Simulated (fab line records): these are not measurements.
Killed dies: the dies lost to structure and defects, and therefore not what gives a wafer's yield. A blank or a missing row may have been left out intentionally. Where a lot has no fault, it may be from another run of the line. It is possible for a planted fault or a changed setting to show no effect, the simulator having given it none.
Which tool did it? | flow sky130 | Sampling: 6 lots, 18 wafers, 2 of 708 route steps

WHAT THE GAUGES SHOWED, per wafer
SKY_POLY_GATE_CD_MEAS_22.
lot  | measured     | on        | cd nm (nm)
L824 | day 16 19:31 | cd sem-01 | 150.2 150.1 150.2
L826 | day 17 14:37 | cd sem-01 | 150.8 149.8 148.1
L829 | day 18 16:19 | cd sem-02 | 145.5 150.0 147.4
L838 | day 21 20:19 | cd sem-01 | 149.9 150.9 148.4
L842 | day 23 09:03 | cd sem-02 | 149.6 149.3 152.6
L846 | day 25 12:56 | cd sem-01 | 157.7 150.8 149.1

EACH LOT AND THE TOOL THAT RAN IT (in order: tool; ch and the chambers of the sampled wafers; start)
lot  | SKY_POLY_GATE_STRIP_18
L824 | plasma asher-01 ch 0,1, day 16 16:38
L826 | plasma asher-04 ch 0,1, day 17 11:50
L829 | plasma asher-01 ch 0,1, day 18 13:32
L838 | plasma asher-01 ch 0,1, day 21 18:50
L842 | plasma asher-01 ch 0,1, day 23 07:35
L846 | plasma asher-01 ch 0,1, day 25 11:11
- SKY_POLY_GATE_STRIP_18: strips in O2/N2.

THE ANSWER, worked out from the rows above alone
Rule: the lots themselves supply what counts as usual. The widest of any qualifying gaps counts: lots, ordered by their means at a reading, are off when they make up no more than a third of the lots, leave a main group of 4 or more, and stand apart from it by 3 or more times the standard deviation of that group's means. If all means in a main group match to the digits the tables above print for the reading, that group is not used. A lot without any number at a reading at which 4 lots or more have one is off too. Where the step has rows for the other lots, those lots are counted as sound.
Across all readings shown, no lot is off: no conclusion can be drawn from this.

WHAT THE SIMULATOR PUT IN
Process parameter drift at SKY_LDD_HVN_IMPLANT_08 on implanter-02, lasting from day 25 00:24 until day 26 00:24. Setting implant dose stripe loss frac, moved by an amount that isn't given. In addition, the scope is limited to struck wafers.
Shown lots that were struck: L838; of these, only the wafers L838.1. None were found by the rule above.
